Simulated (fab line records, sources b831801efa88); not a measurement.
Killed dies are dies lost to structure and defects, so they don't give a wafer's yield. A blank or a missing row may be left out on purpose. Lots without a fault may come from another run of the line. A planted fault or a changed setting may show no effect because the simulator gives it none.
One fault seen from 2 desks | flow gf180mcu | each desk has only its own numbers; what lay behind them comes last

THE TOOL OWNER'S DESK: cmp-02
The tool's own readings at GF_V2_CMP_26 (polishes, stops on SiO2, t overpolish 15 s, target thk 0 nm): means of the sampled wafers that have a number, for each lot that ran on this tool. A lot is out of limits, marked OUT, if its mean lies more than 4 standard deviations from the usual mean; the brackets give that distance.
Columns: A = edge_zone_pressure_frac at GF_V2_CMP_26, usual 1.000; B = head_pressure_psi at GF_V2_CMP_26, usual 3.500 psi; C = motor_current_A at GF_V2_CMP_26, usual 10.9 A; D = overpolish_run_s at GF_V2_CMP_26, usual 15.001 s; E = slurry_flow_ml_min at GF_V2_CMP_26, usual 149.9; F = time_to_endpoint_s at GF_V2_CMP_26, usual 84.0 s
lot  | first seen here | A     | B     | C    | D      | E     | F
L224 | day 21 11:05    | 1.000 | 3.500 | 11.5 | 14.996 | 149.5 | 82.2
L230 | day 23 09:29    | 1.000 | 3.500 | 11.1 | 15.003 | 150.1 | 79.4
L232 | day 23 20:20    | 0.997 | 3.504 | 12.1 | 15.006 | 150.1 | 82.1
L237 | day 25 16:23    | 1.003 | 3.494 | 11.2 | 15.003 | 149.6 | 82.7
L244 | day 27 13:43    | 0.999 | 3.509 | 11.6 | 14.995 | 150.0 | 83.2
This desk's finding: nothing out of limits on any of the 5 lots.

THE METROLOGY DESK
What the gauges read, lot by lot, whatever tool the lot ran on: means of the sampled wafers that have a number. A lot is out of limits, marked OUT, if its mean lies more than 4 standard deviations from the usual mean; the brackets give that distance.
Columns: A = V2_CVD_00_THK at GF_V2_THK_MEAS_01, usual 601 nm
lot  | first seen here | A
L222 | day 19 13:05    | 596
L223 | day 19 20:08    | 599
L224 | day 20 09:13    | 591
L227 | day 21 09:26    | 602
L229 | day 22 01:35    | 605
L230 | day 22 08:44    | 601
L231 | day 22 12:36    | 597
L232 | day 22 20:31    | 592
L233 | day 23 08:23    | 605
L237 | day 24 17:14    | 603
L240 | day 25 13:31    | 603
L241 | day 25 21:20    | 600
L244 | day 26 15:01    | 606
L245 | day 26 20:20    | 600
This desk's finding: nothing out of limits on any of the 14 lots.

PUT TOGETHER
The tool owner's desk saw nothing out of limits.
The metrology desk saw nothing out of limits.

WHAT THE SIMULATOR HAD PUT IN
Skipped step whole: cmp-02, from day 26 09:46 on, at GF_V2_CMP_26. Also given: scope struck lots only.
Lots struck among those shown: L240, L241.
